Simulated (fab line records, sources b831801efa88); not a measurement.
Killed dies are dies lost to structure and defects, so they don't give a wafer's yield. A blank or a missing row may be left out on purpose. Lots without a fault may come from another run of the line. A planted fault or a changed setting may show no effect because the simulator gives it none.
fab line records | flow sky130
record lots=5 wafers=15 last_day=49
route steps=708 shown LI_CONTACT@365 LOCAL_INTERCONNECT@387
lots that met no fault: from a run of the same line without faults
start_h: hours from the record's first day to the start of the lot's first wafer shown | wait_h: hours since the lot's step before | " the same as in the row above | L1.1+2: a row that stands for several wafers | - no value, or no start given | * or withheld: withheld | < > ~ a bound
route shown NAME@n: a module of which the file shows steps, and the number in the route of the first | usual: mean/standard deviation of fault-free wafers | same: alike in all rows | chamber/n: place in a boat | sites: the reading at each site | _std_site: their standard deviation | _edge_site: outer sites' mean less inner sites' | radius_mm: how far each site lies from the wafer's centre | mask NAME#n: copy n | behind: the tool/chamber that last shaped the wafer | hold: why the lot was held/for how many hours/how that ended | device: the transistor (n, p or np) that didn't switch | end of line: the same wafers' tests at the end of the route | a step without rows: its recipe alone | killed: dies lost to structure and defects at the first sort, not the wafer's yield | map: a wafer's dies, x killed, . not, _ none there
set.NAME: the setting as run; set.NAME@STEP: as run at that earlier step | model.NAME: the simulator's own value behind a step, which no gauge read
lots at some steps of the route; a table a step, a row a wafer
services: from which hour (start_h, from the record's first day; less than 0 if before it) a tool's chamber was out of use, for how many hours, and why
## steps
# step SKY_LI_CONTACT_BOW_MEAS_03
# recipe mode=bow
# usual LI_CONTACT_BOW=55/6.6
# columns lot.wafer tool chamber start_h wait_h LI_CONTACT_BOW[um]
L076.1 film_metro-01 - 656.88 0.2 55
L076.2 " - " " 56
L076.5 " - " " 51
L081.1 film_metro-04 - 705.73 0.2 54
L081.5 " - " " 48
L081.6 " - " " 48
L088.1 film_metro-04 - 763.62 0.1 54
L088.2 " - " " 43
L088.4 " - " " 50
L089.2 film_metro-02 - 763.91 0.2 57
L089.3 " - " " 55
L089.4 " - " " 54
L094.3 film_metro-02 - 801.93 0.2 47
L094.5 " - " " 54
L094.6 " - " " 52
# step SKY_LI_CONTACT_DEHYDRATE_04
# recipe temp_c=200 time_s=60
# usual exhaust_pa=44.9/0.88
# columns lot.wafer tool chamber start_h wait_h exhaust_pa
L076.1 litho_track-04 0 670.55 13.7 44.9
L076.2 " 0 " " 46.2
L076.5 " 0 " " 45.3
L081.1 litho_track-02 0 718.70 13.0 44.6
L081.5 " 0 " " 44.6
L081.6 " 0 " " 43.7
L088.1 litho_track-02 0 776.11 12.5 45.9
L088.2 " 0 " " 45.7
L088.4 " 0 " " 45.2
L089.2 litho_track-02 0 776.93 13.0 44.9
L089.3 " 0 " " 44.5
L089.4 " 0 " " 44.7
L094.3 litho_track-01 0 813.89 11.9 45.1
L094.5 " 0 " " 44.6
L094.6 " 0 " " 45.5
# step SKY_LI_CONTACT_HMDS_05
# recipe prime_time_s=60 prime_temp_c=120
# usual exhaust_pa=45.1/0.85
# columns lot.wafer tool chamber start_h wait_h exhaust_pa
L076.1 litho_track-04 0 670.70 0.1 45.3
L076.2 " 0 " " 45.6
L076.5 " 0 " " 44.4
L081.1 litho_track-02 0 718.85 0.1 43.8
L081.5 " 0 " " 44.0
L081.6 " 0 " " 45.0
L088.1 litho_track-02 0 776.26 0.1 44.7
L088.2 " 0 " " 44.6
L088.4 " 0 " " 45.3
L089.2 litho_track-02 0 777.08 0.1 44.0
L089.3 " 0 " " 45.2
L089.4 " 0 " " 44.9
L094.3 litho_track-01 0 814.04 0.1 45.5
L094.5 " 0 " " 44.4
L094.6 " 0 " " 45.5
# step SKY_LI_CONTACT_COAT_06
# recipe resist=BARC temp_c=withheld time_s=withheld spin_rpm=3000 resist_thk_nm=60
# usual exhaust_pa=44.9/0.89
# columns lot.wafer tool chamber start_h wait_h exhaust_pa
L076.1 litho_track-04 0 670.85 0.1 44.5
L076.2 " 0 " " 44.0
L076.5 " 0 " " 43.4
L081.1 litho_track-02 0 719.00 0.1 45.2
L081.5 " 0 " " 45.9
L081.6 " 0 " " 46.6
L088.1 litho_track-02 0 776.41 0.1 43.9
L088.2 " 0 " " 43.7
L088.4 " 0 " " 44.3
L089.2 litho_track-02 0 777.23 0.1 45.7
L089.3 " 0 " " 43.9
L089.4 " 0 " " 45.0
L094.3 litho_track-01 0 814.19 0.1 44.9
L094.5 " 0 " " 45.3
L094.6 " 0 " " 45.1
# step SKY_LI_CONTACT_COAT_07
# recipe resist=KrF-thick spin_rpm=3000 resist_thk_nm=450
# usual exhaust_pa=45.1/0.83
# columns lot.wafer tool chamber start_h wait_h exhaust_pa
L076.1 litho_track-04 0 - - 45.0
L076.2 " 0 " " 43.7
L076.5 " 0 " " 43.9
L081.1 litho_track-02 0 - - 44.8
L081.5 " 0 " " 45.1
L081.6 " 0 " " 44.6
L088.1 litho_track-02 0 - - 44.4
L088.2 " 0 " " 45.7
L088.4 " 0 " " 45.7
L089.2 litho_track-02 0 - - 43.2
L089.3 " 0 " " 45.2
L089.4 " 0 " " 44.3
L094.3 litho_track-01 0 - - 44.6
L094.5 " 0 " " 45.1
L094.6 " 0 " " 45.0
# step SKY_LI_CONTACT_SOFTBAKE_08
# recipe temp_c=100 time_s=90 resist=KrF-thick
# usual exhaust_pa=44.9/0.87
# columns lot.wafer tool chamber start_h wait_h exhaust_pa
L076.1 litho_track-04 0 - - 45.5
L076.2 " 0 " " 45.2
L076.5 " 0 " " 46.2
L081.1 litho_track-02 0 - - 44.0
L081.5 " 0 " " 44.5
L081.6 " 0 " " 44.4
L088.1 litho_track-02 0 - - 45.7
L088.2 " 0 " " 45.0
L088.4 " 0 " " 44.5
L089.2 litho_track-02 0 - - 45.1
L089.3 " 0 " " 45.6
L089.4 " 0 " " 43.5
L094.3 litho_track-01 0 - - 47.0
L094.5 " 0 " " 44.4
L094.6 " 0 " " 45.8
# step SKY_LI_CONTACT_EXPOSE_09
# recipe mask_id=LICM1 na=0.8 source_shape=annular sigma_inner=0.55 sigma_outer=0.85 target_cd_nm=170 dose_mj=38
# columns lot.wafer tool chamber start_h wait_h mask
L076.1+2+5 krf_scanner-01 0 - - LICM1#0
L081.1+5+6 krf_scanner-01 0 - - LICM1#0
L088.1+2+4 krf_scanner-02 0 - - LICM1#0
L089.2+3+4 krf_scanner-02 0 - - LICM1#0
L094.3+5+6 krf_scanner-02 0 - - LICM1#0
# step SKY_LI_CONTACT_PEB_10
# recipe peb_temp_c=withheld peb_time_s=withheld resist=KrF-thick
# usual exhaust_pa=44.9/0.93
# columns lot.wafer tool chamber start_h wait_h exhaust_pa
L076.1 litho_track-02 0 - - 45.2
L076.2 " 0 " " 43.9
L076.5 " 0 " " 45.4
L081.1 litho_track-01 0 - - 44.9
L081.5 " 0 " " 43.7
L081.6 " 0 " " 45.0
L088.1 litho_track-01 0 - - 46.7
L088.2 " 0 " " 46.0
L088.4 " 0 " " 46.3
L089.2 litho_track-04 0 - - 43.2
L089.3 " 0 " " 42.7
L089.4 " 0 " " 44.3
L094.3 litho_track-01 0 - - 45.5
L094.5 " 0 " " 45.1
L094.6 " 0 " " 46.1
# step SKY_LI_CONTACT_DEVELOP_11
# recipe develop_time_s=60 resist=KrF-thick dev_temp_c=21
# usual exhaust_pa=45.0/0.96
# columns lot.wafer tool chamber start_h wait_h exhaust_pa
L076.1 litho_track-02 0 - - 44.2
L076.2 " 0 " " 44.3
L076.5 " 0 " " 45.2
L081.1 litho_track-01 0 - - 43.9
L081.5 " 0 " " 45.1
L081.6 " 0 " " 45.9
L088.1 litho_track-01 0 - - 47.3
L088.2 " 0 " " 45.6
L088.4 " 0 " " 46.1
L089.2 litho_track-04 0 - - 45.6
L089.3 " 0 " " 44.9
L089.4 " 0 " " 44.5
L094.3 litho_track-01 0 - - 44.9
L094.5 " 0 " " 44.6
L094.6 " 0 " " 44.4
# step SKY_LI_CONTACT_CD_MEAS_12
# recipe target_cd_nm=170
# usual cd_nm=170.2/1.3
# columns lot.wafer tool chamber start_h wait_h cd_nm
L076.1 cd_sem-02 - 685.55 - 169.6
L076.2 " - " " 167.9
L076.5 " - " " 169.2
L081.1 cd_sem-02 - 733.09 - 170.7
L081.5 " - " " 170.9
L081.6 " - " " 170.6
L088.1 cd_sem-02 - 790.44 - 168.5
L088.2 " - " " 170.5
L088.4 " - " " 169.2
L089.2 cd_sem-01 - 790.77 - 170.6
L089.3 " - " " 172.3
L089.4 " - " " 172.8
L094.3 cd_sem-01 - 827.93 - 170.9
L094.5 " - " " 170.7
L094.6 " - " " 170.1
# step SKY_LI_CONTACT_OVL_MEAS_13
# usual LI_CONTACT_OVL=1/5
# columns lot.wafer tool chamber start_h wait_h LI_CONTACT_OVL[nm]
L076.1 overlay-02 - 685.67 0.1 -1
L076.2 " - " " 2
L076.5 " - " " -2
L081.1 overlay-01 - 733.21 0.1 7
L081.5 " - " " 6
L081.6 " - " " 9
L088.1 overlay-01 - 790.56 0.1 1
L088.2 " - " " 3
L088.4 " - " " 1
L089.2 overlay-01 - 790.88 0.1 11
L089.3 " - " " 3
L089.4 " - " " 7
L094.3 overlay-02 - 828.02 0.1 -2
L094.5 " - " " 10
L094.6 " - " " 5
# step SKY_LI_CONTACT_ETCH_14
# recipe chemistry=N2/H2 target=BARC ion_energy_ev=200 source_w=500 bias_w=100 pressure_mtorr=30 n2_flow_sccm=100 h2_flow_sccm=200 stop_on=SiO2 time_s=45.9 target_depth_a=600
# usual drypump_motor_current_A=5.7/0.41 oes_product_au=0.854/0.005 throttle_valve_pct=13.225/0.0094
# columns lot.wafer tool chamber start_h wait_h drypump_motor_current_A oes_product_au rf_hours_counter_h throttle_valve_pct
L076.1 rie_diel-01 3 685.71 0.0 5.7 0.857 6 13.222
L076.2 " 2 " " 6.0 0.854 13 13.230
L076.5 " 1 " " 5.9 0.845 - 13.218
L081.1 rie_diel-01 2 733.24 0.0 6.0 0.864 15 13.220
L081.5 " 0 " " 5.8 0.858 - 13.248
L081.6 " 3 " " 5.7 0.858 - 13.210
L088.1 rie_diel-03 3 790.59 0.0 6.4 0.853 4 13.222
L088.2 " 1 " " 5.9 0.852 6 13.220
L088.4 " 2 " " 5.0 0.866 19 13.221
L089.2 rie_diel-04 1 790.91 0.0 5.8 0.860 25 13.215
L089.3 " 3 " " 5.6 0.852 36 13.224
L089.4 " 2 " " 4.8 0.854 15 13.212
L094.3 rie_diel-01 3 828.05 0.0 5.7 0.855 10 13.218
L094.5 " 2 " " 6.0 0.860 - 13.225
L094.6 " 1 " " 5.9 0.857 - 13.229
# step SKY_LI_CONTACT_ETCH_15
# recipe target=PSG chemistry=C4F8/O2/Ar stop_on=Si taper_deg=4.15 mask_material=KrF-thick source_w=1500 bias_w=1200 pressure_mtorr=40 c4f8_flow_sccm=withheld O2_flow_sccm=6 Ar_flow_sccm=300 time_s=withheld target_depth_a=6000
# usual oes_product_au=0.837/0.0045
# columns lot.wafer tool chamber start_h wait_h oes_product_au
L076.1 rie_diel-01 3 685.75 0.0 0.841
L076.2 " 2 " " 0.837
L076.5 " 1 " " 0.840
L081.1 rie_diel-01 2 733.29 0.0 0.843
L081.5 " 0 " " 0.832
L081.6 " 3 " " 0.835
L088.1 rie_diel-03 3 790.64 0.0 0.835
L088.2 " 1 " " 0.836
L088.4 " 2 " " 0.839
L089.2 rie_diel-04 1 790.95 0.0 0.835
L089.3 " 3 " " 0.827
L089.4 " 2 " " 0.835
L094.3 rie_diel-01 3 828.09 0.0 0.834
L094.5 " 2 " " 0.834
L094.6 " 1 " " 0.833
# step SKY_LI_CONTACT_STRIP_16
# recipe chemistry=O2/N2 power_w=1400 pressure_mtorr=1500 platen_temp_c=withheld o2_flow_sccm=3000 n2_flow_sccm=300 overash_fraction=0.5
# usual drypump_motor_current_A=5.9/0.5 oes_product_au=0.375/0.0044 strip_time_to_endpoint_s=3.485/0.026
# columns lot.wafer tool chamber start_h wait_h drypump_motor_current_A oes_product_au rf_hours_counter_h strip_time_to_endpoint_s
L076.1 plasma_asher-02 1 685.84 - 5.7 0.371 47 3.484
L076.2 " 0 " " 5.4 0.385 47 3.505
L076.5 " 1 " " 5.7 0.374 - 3.527
L081.1 plasma_asher-03 0 733.37 - 6.4 0.375 92 3.477
L081.5 " 0 " " 6.4 0.371 - 3.511
L081.6 " 1 " " 5.3 0.377 - 3.508
L088.1 plasma_asher-02 1 790.72 - 5.7 0.381 56 3.490
L088.2 " 0 " " 5.4 0.374 56 3.518
L088.4 " 0 " " 5.4 0.378 - 3.495
L089.2 plasma_asher-04 1 791.03 - 6.5 0.366 5 3.478
L089.3 " 1 " " 6.5 0.370 - 3.489
L089.4 " 0 " " 6.4 0.370 - 3.479
L094.3 plasma_asher-02 1 828.21 - 5.7 0.380 - 3.534
L094.5 " 0 " " 5.4 0.374 - 3.512
L094.6 " 1 " " 5.7 0.374 - 3.522
# step SKY_LI_CONTACT_CLEAN_17
# recipe chemistry=NMP time_s=600 temp_c=60 dry=n2_spin
# columns lot.wafer tool chamber start_h wait_h
L076.1+2+5 wet_bench-03 2 685.94 0.1
L081.1+5+6 wet_bench-02 3 733.47 0.1
L088.1+2+4 wet_bench-03 2 790.82 0.1
L089.2+3+4 wet_bench-02 3 791.13 0.1
L094.3+5+6 wet_bench-04 0 828.27 0.0
# step SKY_LI_CONTACT_PRE_CLEAN_18
# recipe gas=Ar time_s=5.6 bias_v=358
# columns lot.wafer tool chamber start_h wait_h
L076.1+2+5 pvd_sputter-02 - 686.11 0.0
L081.1+5+6 pvd_sputter-01 - 733.66 0.0
L088.1+2+4 pvd_sputter-03 - 791.01 0.0
L089.2+3+4 pvd_sputter-03 - 791.33 0.0
L094.3+5+6 pvd_sputter-02 - 828.45 0.0
# step SKY_LI_CONTACT_SPUTTER_19
# recipe material=Ti target_thk_nm=20 chamber_pressure_pa=5 power_w=2500 substrate_temp_c=200 time_s=106.37
# usual cathode_dc_power_W=2500.0/0.41 throttle_valve_pct=30.0/1
# columns lot.wafer tool chamber start_h wait_h cathode_dc_power_W throttle_valve_pct
L076.1 pvd_sputter-02 - 686.13 0.0 2499.5 30.2
L076.2 " - " " 2501.0 29.1
L076.5 " - " " 2500.1 29.4
L081.1 pvd_sputter-01 - 733.68 0.0 2499.7 29.2
L081.5 " - " " 2499.5 30.8
L081.6 " - " " 2500.2 29.2
L088.1 pvd_sputter-03 - 791.03 0.0 2500.5 30.9
L088.2 " - " " 2499.7 29.5
L088.4 " - " " 2500.0 29.4
L089.2 pvd_sputter-03 - 791.35 0.0 2499.5 29.4
L089.3 " - " " 2499.9 31.4
L089.4 " - " " 2500.1 29.7
L094.3 pvd_sputter-02 - 828.47 0.0 2500.0 30.2
L094.5 " - " " 2500.0 29.2
L094.6 " - " " 2499.5 30.6
# step SKY_LI_CONTACT_SPUTTER_20
# recipe material=TiN target_thk_nm=20 chamber_pressure_pa=5 power_w=4000 time_s=80
# usual cathode_dc_power_W=4000.0/0.75 throttle_valve_pct=30.0/1
# columns lot.wafer tool chamber start_h wait_h cathode_dc_power_W throttle_valve_pct
L076.1 pvd_sputter-02 - 686.21 0.0 3999.2 30.6
L076.2 " - " " 4000.1 29.3
L076.5 " - " " 3999.9 29.4
L081.1 pvd_sputter-01 - 733.76 0.0 4001.2 29.2
L081.5 " - " " 4001.4 30.9
L081.6 " - " " 4000.5 29.2
L088.1 pvd_sputter-03 - 791.11 0.0 3999.3 30.5
L088.2 " - " " 4000.3 29.5
L088.4 " - " " 3999.8 29.5
L089.2 pvd_sputter-03 - 791.42 0.0 4000.7 29.4
L089.3 " - " " 3999.5 31.3
L089.4 " - " " 3999.9 29.6
L094.3 pvd_sputter-02 - 828.54 0.0 3999.0 30.5
L094.5 " - " " 4000.0 29.3
L094.6 " - " " 4002.1 30.3
# step SKY_LI_CONTACT_CVD_21
# recipe material=W target_thk_nm=400 time_s=120.56 temp_c=403.5 pressure_torr=40
# usual heater_power_w=852/91
# columns lot.wafer tool chamber start_h wait_h heater_power_w
L076.1 cvd_w-01 1 686.27 0.0 788
L076.2 " 0 " " 844
L076.5 " 1 " " 814
L081.1 cvd_w-02 1 733.82 0.0 737
L081.5 " 0 " " 997
L081.6 " 1 " " 738
L088.1 cvd_w-02 1 791.17 0.0 749
L088.2 " 0 " " 966
L088.4 " 1 " " 743
L089.2 cvd_w-01 1 791.48 0.0 833
L089.3 " 0 " " 847
L089.4 " 1 " " 825
L094.3 cvd_w-02 0 828.65 0.1 1004
L094.5 " 1 " " 744
L094.6 " 0 " " 985
# step SKY_LI_CONTACT_RS_MEAS_22
# recipe thk_meas_gauge=four-point-probe reads=W_of_LI_CONTACT_CVD_21+TiN_of_LI_CONTACT_SPUTTER_20+Ti_of_LI_CONTACT_SPUTTER_19
# usual LI_CONTACT_W_RS=0.2686/0.0026
# columns lot.wafer tool chamber start_h wait_h LI_CONTACT_W_RS[ohm/sq]
L076.1 film_metro-04 - 686.40 0.1 0.2713
L076.2 " - " " 0.2686
L076.5 " - " " 0.2725
L081.1 film_metro-01 - 733.95 0.1 0.2686
L081.5 " - " " 0.2705
L081.6 " - " " 0.2714
L088.1 film_metro-02 - 791.30 0.1 0.2705
L088.2 " - " " 0.2668
L088.4 " - " " 0.2698
L089.2 film_metro-04 - 791.63 0.1 0.2741
L089.3 " - " " 0.2673
L089.4 " - " " 0.2733
L094.3 film_metro-04 - 828.77 0.1 0.2656
L094.5 " - " " 0.2672
L094.6 " - " " 0.2698
# step SKY_LI_CONTACT_THK_MEAS_23
# recipe thk_meas_gauge=xrf reads=W_of_LI_CONTACT_CVD_21
# usual LI_CONTACT_W_THK=424/7.5
# columns lot.wafer tool chamber start_h wait_h LI_CONTACT_W_THK[nm]
L076.1 film_metro-04 - 686.52 0.1 417
L076.2 " - " " 420
L076.5 " - " " 415
L081.1 film_metro-01 - 734.07 0.1 425
L081.5 " - " " 419
L081.6 " - " " 420
L088.1 film_metro-02 - 791.42 0.1 411
L088.2 " - " " 414
L088.4 " - " " 413
L089.2 film_metro-04 - 791.74 0.1 416
L089.3 " - " " 425
L089.4 " - " " 417
L094.3 film_metro-04 - 828.87 0.1 429
L094.5 " - " " 429
L094.6 " - " " 423
# step SKY_LI_CONTACT_CMP_24
# recipe stop_on=PSG t_overpolish_s=20 down_force_psi=3.5 platen_rpm=60 target_thk_nm=0 pad_velocity_m_s=0.94248
# usual motor_current_A=11.4/0.85 overpolish_run_s=19.999/0.0091 time_to_endpoint_s=103/3.2
# columns lot.wafer tool chamber start_h wait_h motor_current_A overpolish_run_s time_to_endpoint_s
L076.2 cmp-01 0 686.68 0.1 12.8 19.989 106
L076.1 " 1 " " 11.5 19.985 103
L076.5 " 3 " " 11.2 20.007 106
L081.1 cmp-01 0 734.18 0.1 11.9 19.996 107
L081.5 " 3 " " 11.2 20.012 103
L081.6 " 0 " " 13.1 19.993 103
L088.4 cmp-01 0 791.48 0.0 12.5 20.023 109
L088.2 " 2 " " 10.6 20.001 105
L088.1 " 3 " " 10.7 19.996 104
L089.3 cmp-02 0 791.84 0.1 11.3 20.000 100
L089.2 " 1 " " 10.3 20.001 102
L089.4 " 2 " " 10.9 20.003 103
L094.3 cmp-02 0 829.06 0.2 11.4 20.001 104
L094.6 " 1 " " 10.3 19.999 105
L094.5 " 2 " " 10.8 20.016 103
# step SKY_LOCAL_INTERCONNECT_SPUTTER_00
# recipe material=TiN target_thk_nm=100 temp_c=300 power_w=6500 time_s=83.3 chamber_pressure_pa=0.4
# usual cathode_dc_power_W=6499.9/1.1 throttle_valve_pct=30.2/0.95
# columns lot.wafer tool chamber start_h wait_h cathode_dc_power_W throttle_valve_pct
L076.1 pvd_sputter-01 - 686.88 0.1 6501.3 30.9
L076.2 " - " " 6498.9 31.6
L076.5 " - " " 6499.1 30.2
L081.1 pvd_sputter-02 - 734.43 0.2 6500.9 29.5
L081.5 " - " " 6501.6 30.1
L081.6 " - " " 6500.5 29.3
L088.1 pvd_sputter-04 - 791.78 0.1 6500.7 30.7
L088.2 " - " " 6499.2 30.5
L088.4 " - " " 6499.9 30.8
L089.2 pvd_sputter-04 - 792.09 0.1 6503.2 30.9
L089.3 " - " " 6501.4 30.7
L089.4 " - " " 6498.6 30.3
L094.3 pvd_sputter-04 - 829.21 0.1 6499.3 31.0
L094.5 " - " " 6499.7 31.0
L094.6 " - " " 6500.7 30.4
# step SKY_LOCAL_INTERCONNECT_RS_MEAS_01
# recipe thk_meas_gauge=four-point-probe reads=TiN_of_LOCAL_INTERCONNECT_SPUTTER_00
# usual LOCAL_INTERCONNECT_TIN_RS=14.13/0.15
# columns lot.wafer tool chamber start_h wait_h LOCAL_INTERCONNECT_TIN_RS[ohm/sq]
L076.1 film_metro-04 - 686.94 0.0 14.14
L076.2 " - " " 14.23
L076.5 " - " " 14.25
L081.1 film_metro-03 - 734.49 0.0 14.08
L081.5 " - " " 13.99
L081.6 " - " " 13.94
L088.1 film_metro-03 - 791.84 0.0 14.04
L088.2 " - " " 14.01
L088.4 " - " " 14.04
L089.2 film_metro-04 - 792.17 0.1 14.30
L089.3 " - " " 14.19
L089.4 " - " " 14.32
L094.3 film_metro-04 - 829.31 0.1 14.06
L094.5 " - " " 14.17
L094.6 " - " " 14.08
# step SKY_LOCAL_INTERCONNECT_THK_MEAS_02
# recipe thk_meas_gauge=xrf reads=TiN_of_LOCAL_INTERCONNECT_SPUTTER_00
# usual LOCAL_INTERCONNECT_TIN_THK=102.1/1.2
# columns lot.wafer tool chamber start_h wait_h LOCAL_INTERCONNECT_TIN_THK[nm]
L076.1 film_metro-04 - 687.06 0.1 101.5
L076.2 " - " " 101.3
L076.5 " - " " 100.6
L081.1 film_metro-03 - 734.61 0.1 102.8
L081.5 " - " " 102.9
L081.6 " - " " 103.9
L088.1 film_metro-03 - 791.96 0.1 103.3
L088.2 " - " " 103.3
L088.4 " - " " 103.2
L089.2 film_metro-04 - 792.28 0.1 100.0
L089.3 " - " " 100.8
L089.4 " - " " 99.6
L094.3 film_metro-04 - 829.41 0.1 102.4
L094.5 " - " " 101.7
L094.6 " - " " 101.7
# step SKY_LOCAL_INTERCONNECT_DEHYDRATE_03
# recipe temp_c=200 time_s=60
# usual exhaust_pa=44.8/0.96
# columns lot.wafer tool chamber start_h wait_h exhaust_pa
L076.1 litho_track-03 0 700.32 13.3 44.4
L076.2 " 0 " " 44.9
L076.5 " 0 " " 45.6
L081.1 litho_track-01 0 748.14 13.5 45.1
L081.5 " 0 " " 46.6
L081.6 " 0 " " 44.8
L088.1 litho_track-03 0 803.87 11.9 45.1
L088.2 " 0 " " 44.6
L088.4 " 0 " " 44.3
L089.2 litho_track-02 0 804.48 12.2 45.5
L089.3 " 0 " " 45.7
L089.4 " 0 " " 45.4
L094.3 litho_track-01 0 841.39 12.0 44.4
L094.5 " 0 " " 43.0
L094.6 " 0 " " 43.5
# step SKY_LOCAL_INTERCONNECT_HMDS_04
# recipe prime_time_s=60 prime_temp_c=120
# usual exhaust_pa=44.9/0.93
# columns lot.wafer tool chamber start_h wait_h exhaust_pa
L076.1 litho_track-03 0 700.47 0.1 44.3
L076.2 " 0 " " 45.4
L076.5 " 0 " " 45.1
L081.1 litho_track-01 0 748.29 0.1 45.4
L081.5 " 0 " " 44.0
L081.6 " 0 " " 44.4
L088.1 litho_track-03 0 804.02 0.1 43.9
L088.2 " 0 " " 43.3
L088.4 " 0 " " 43.7
L089.2 litho_track-02 0 804.63 0.1 45.8
L089.3 " 0 " " 45.9
L089.4 " 0 " " 43.4
L094.3 litho_track-01 0 841.54 0.1 45.9
L094.5 " 0 " " 45.3
L094.6 " 0 " " 45.1
# step SKY_LOCAL_INTERCONNECT_COAT_05
# recipe resist=BARC temp_c=withheld time_s=withheld spin_rpm=3000 resist_thk_nm=60
# usual exhaust_pa=45.1/0.91
# columns lot.wafer tool chamber start_h wait_h exhaust_pa
L076.1 litho_track-03 0 700.62 0.1 42.8
L076.2 " 0 " " 44.6
L076.5 " 0 " " 44.2
L081.1 litho_track-01 0 748.44 0.1 44.7
L081.5 " 0 " " 42.8
L081.6 " 0 " " 44.9
L088.1 litho_track-03 0 804.17 0.1 44.6
L088.2 " 0 " " 46.0
L088.4 " 0 " " 45.5
L089.2 litho_track-02 0 804.78 0.1 44.7
L089.3 " 0 " " 46.2
L089.4 " 0 " " 45.2
L094.3 litho_track-01 0 841.69 0.1 45.6
L094.5 " 0 " " 45.2
L094.6 " 0 " " 46.0
# step SKY_LOCAL_INTERCONNECT_COAT_06
# recipe resist=KrF-thick spin_rpm=3000 resist_thk_nm=443.6
# usual exhaust_pa=45.1/0.87
# columns lot.wafer tool chamber start_h wait_h exhaust_pa
L076.1 litho_track-03 0 - - 45.6
L076.2 " 0 " " 43.4
L076.5 " 0 " " 46.3
L081.1 litho_track-01 0 - - 44.3
L081.5 " 0 " " 45.3
L081.6 " 0 " " 45.4
L088.1 litho_track-03 0 - - 45.4
L088.2 " 0 " " 45.6
L088.4 " 0 " " 45.4
L089.2 litho_track-02 0 - - 46.8
L089.3 " 0 " " 46.2
L089.4 " 0 " " 45.0
L094.3 litho_track-01 0 - - 44.9
L094.5 " 0 " " 44.6
L094.6 " 0 " " 45.2
# step SKY_LOCAL_INTERCONNECT_SOFTBAKE_07
# recipe temp_c=100 time_s=90 resist=KrF-thick
# usual exhaust_pa=45.0/0.9
# columns lot.wafer tool chamber start_h wait_h exhaust_pa
L076.1 litho_track-03 0 - - 46.1
L076.2 " 0 " " 45.5
L076.5 " 0 " " 46.0
L081.1 litho_track-01 0 - - 45.5
L081.5 " 0 " " 45.8
L081.6 " 0 " " 44.3
L088.1 litho_track-03 0 - - 44.5
L088.2 " 0 " " 45.5
L088.4 " 0 " " 43.6
L089.2 litho_track-02 0 - - 44.9
L089.3 " 0 " " 45.0
L089.4 " 0 " " 44.7
L094.3 litho_track-01 0 - - 43.5
L094.5 " 0 " " 43.8
L094.6 " 0 " " 46.3
# step SKY_LOCAL_INTERCONNECT_EXPOSE_08
# recipe mask_id=LI1M na=0.8 source_shape=annular sigma_inner=0.55 sigma_outer=0.85 target_cd_nm=170 dose_mj=28
# columns lot.wafer tool chamber start_h wait_h mask
L076.1+2+5 krf_scanner-01 0 - - LI1M#0
L081.1+5+6 krf_scanner-01 0 - - LI1M#0
L088.1+2+4 krf_scanner-02 0 - - LI1M#0
L089.2+3+4 krf_scanner-02 0 - - LI1M#0
L094.3+5+6 krf_scanner-01 0 - - LI1M#0
# step SKY_LOCAL_INTERCONNECT_PEB_09
# recipe peb_temp_c=withheld peb_time_s=withheld resist=KrF-thick
# usual exhaust_pa=44.8/0.79
# columns lot.wafer tool chamber start_h wait_h exhaust_pa
L076.1 litho_track-03 0 - - 45.2
L076.2 " 0 " " 45.9
L076.5 " 0 " " 44.4
L081.1 litho_track-02 0 - - 45.6
L081.5 " 0 " " 45.5
L081.6 " 0 " " 45.1
L088.1 litho_track-01 0 - - 45.2
L088.2 " 0 " " 44.9
L088.4 " 0 " " 44.5
L089.2 litho_track-03 0 - - 44.7
L089.3 " 0 " " 44.7
L089.4 " 0 " " 44.9
L094.3 litho_track-03 0 - - 46.1
L094.5 " 0 " " 43.8
L094.6 " 0 " " 44.2
# step SKY_LOCAL_INTERCONNECT_DEVELOP_10
# recipe develop_time_s=60 resist=KrF-thick dev_temp_c=21
# usual exhaust_pa=45.3/0.76
# columns lot.wafer tool chamber start_h wait_h exhaust_pa
L076.1 litho_track-03 0 - - 45.7
L076.2 " 0 " " 44.8
L076.5 " 0 " " 45.3
L081.1 litho_track-02 0 - - 44.9
L081.5 " 0 " " 45.3
L081.6 " 0 " " 44.7
L088.1 litho_track-01 0 - - 44.8
L088.2 " 0 " " 46.1
L088.4 " 0 " " 45.6
L089.2 litho_track-03 0 - - 44.9
L089.3 " 0 " " 45.4
L089.4 " 0 " " 45.9
L094.3 litho_track-03 0 - - 45.1
L094.5 " 0 " " 45.0
L094.6 " 0 " " 45.4
# step SKY_LOCAL_INTERCONNECT_CD_MEAS_11
# recipe target_cd_nm=170
# usual cd_nm=169.5/1.5
# columns lot.wafer tool chamber start_h wait_h cd_nm
L076.1 cd_sem-01 - 714.97 - 169.4
L076.2 " - " " 170.2
L076.5 " - " " 170.1
L081.1 cd_sem-02 - 762.45 - 169.7
L081.5 " - " " 169.5
L081.6 " - " " 168.3
L088.1 cd_sem-01 - 818.14 - 166.3
L088.2 " - " " 167.1
L088.4 " - " " 166.3
L089.2 cd_sem-01 - 819.14 - 168.5
L089.3 " - " " 169.7
L089.4 " - " " 169.8
L094.3 cd_sem-01 - 855.21 - 169.8
L094.5 " - " " 170.7
L094.6 " - " " 170.3
# step SKY_LOCAL_INTERCONNECT_OVL_MEAS_12
# usual LOCAL_INTERCONNECT_OVL=-3/4.9
# columns lot.wafer tool chamber start_h wait_h LOCAL_INTERCONNECT_OVL[nm]
L076.1 overlay-02 - 715.09 0.1 1
L076.2 " - " " -4
L076.5 " - " " 1
L081.1 overlay-01 - 762.57 0.1 -11
L081.5 " - " " -4
L081.6 " - " " -17
L088.1 overlay-02 - 818.26 0.1 1
L088.2 " - " " -3
L088.4 " - " " -6
L089.2 overlay-01 - 819.25 0.1 -2
L089.3 " - " " 0
L089.4 " - " " -2
L094.3 overlay-01 - 855.30 0.1 0
L094.5 " - " " -7
L094.6 " - " " -1
## services
# columns tool chamber start_h hours kind
pvd_sputter-03 - 655.87 1.9 repair
krf_scanner-01 - 659.25 4.4 pm
krf_scanner-01 - 668.81 0.5 repair
krf_scanner-02 - 670.76 1.0 pm
krf_scanner-02 - 686.81 0.8 pm
krf_scanner-01 - 694.58 4.4 pm
krf_scanner-02 - 700.68 2.7 repair
krf_scanner-01 - 703.43 1.3 pm
krf_scanner-01 - 704.73 0.5 repair
krf_scanner-02 - 710.19 0.3 repair
krf_scanner-02 - 723.23 0.4 repair
krf_scanner-01 - 739.93 0.4 repair
pvd_sputter-02 - 741.70 4.7 repair
krf_scanner-01 - 747.49 1.1 repair
krf_scanner-02 - 748.67 4.4 pm
krf_scanner-01 - 753.65 1.0 pm
krf_scanner-02 - 755.72 1.3 pm
rie_diel-01 0 761.67 13.6 repair
pvd_sputter-02 - 789.61 2.8 repair
krf_scanner-01 - 799.23 4.0 pm
krf_scanner-01 - 804.15 0.8 pm
krf_scanner-02 - 809.99 4.4 pm
krf_scanner-02 - 818.86 0.5 repair
krf_scanner-01 - 829.34 10.4 repair
## key
fault none
